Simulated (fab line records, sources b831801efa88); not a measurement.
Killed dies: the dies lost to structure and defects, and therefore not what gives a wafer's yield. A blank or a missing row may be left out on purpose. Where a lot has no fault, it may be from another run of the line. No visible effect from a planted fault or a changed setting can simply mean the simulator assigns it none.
Matching of chambers | flow gf180mcu | rie_diel-03 running GF_V5_ETCH_16: 4 sister chambers
The step etches BARC in N2/H2. 8 wafers are shown with their chamber, then 10 later ones without.

== EACH WAFER AND ITS CHAMBER ==
wafer  | chamber | drypump_motor_current_A (A) | throttle_valve_pct (%)
L075.1 | 0       | 5.7                         | 13.204
L078.4 | 1       | 6.5                         | 13.239
L080.5 | 2       | 6.5                         | 13.223
L081.1 | 1       | 6.6                         | 13.207
L081.5 | 3       | 6.2                         | 13.229
L081.6 | 2       | 6.4                         | 13.216
L088.1 | 0       | 5.7                         | 13.212
L088.4 | 3       | 6.1                         | 13.226

== WAFERS MISSING THEIR CHAMBER ==
wafer  | drypump_motor_current_A (A) | throttle_valve_pct (%)
L088.6 | 6.5                         | 13.218
L091.2 | 5.7                         | 13.212
L091.4 | 6.5                         | 13.218
L091.5 | 6.1                         | 13.223
L095.1 | 6.5                         | 13.213
L095.2 | 6.5                         | 13.227
L095.4 | 6.1                         | 13.218
L097.2 | 6.5                         | 13.246
L097.3 | 6.5                         | 13.227
L097.5 | 6.4                         | 13.226

== THE CHAMBER EACH PASSED THROUGH ==
wafer  | from the rows above     | in truth
L088.6 | can't be placed: 2 or 1 | 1
L091.2 | 0                       | 0
L091.4 | can't be placed: 2 or 1 | 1
L091.5 | 3                       | 3
L095.1 | can't be placed: 2 or 1 | 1
L095.2 | can't be placed: 1 or 2 | 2
L095.4 | 3                       | 3
L097.2 | can't be placed: 1 or 2 | 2
L097.3 | can't be placed: 1 or 2 | 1
L097.5 | can't be placed: 2 or 1 | 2
Correctly placed: 3 of 10. Unplaceable from these rows: 7, with the true chamber sitting among the candidates in 7. Placed wrongly: 0.
How it was worked out, from the rows above alone: a wafer's distance from a chamber is the root of the sum, over the readings, of the square of ((its reading less the chamber's mean) divided by the reading's scatter). The wafer belongs to the nearest chamber; if the next one is less than 2 further off, it can't be placed. A chamber's mean is the mean of its shown wafers. How the scatter is found: for the shown wafers, subtract from each reading the mean of its chamber, square and add these, divide the total by (wafers less chambers), then take the root.
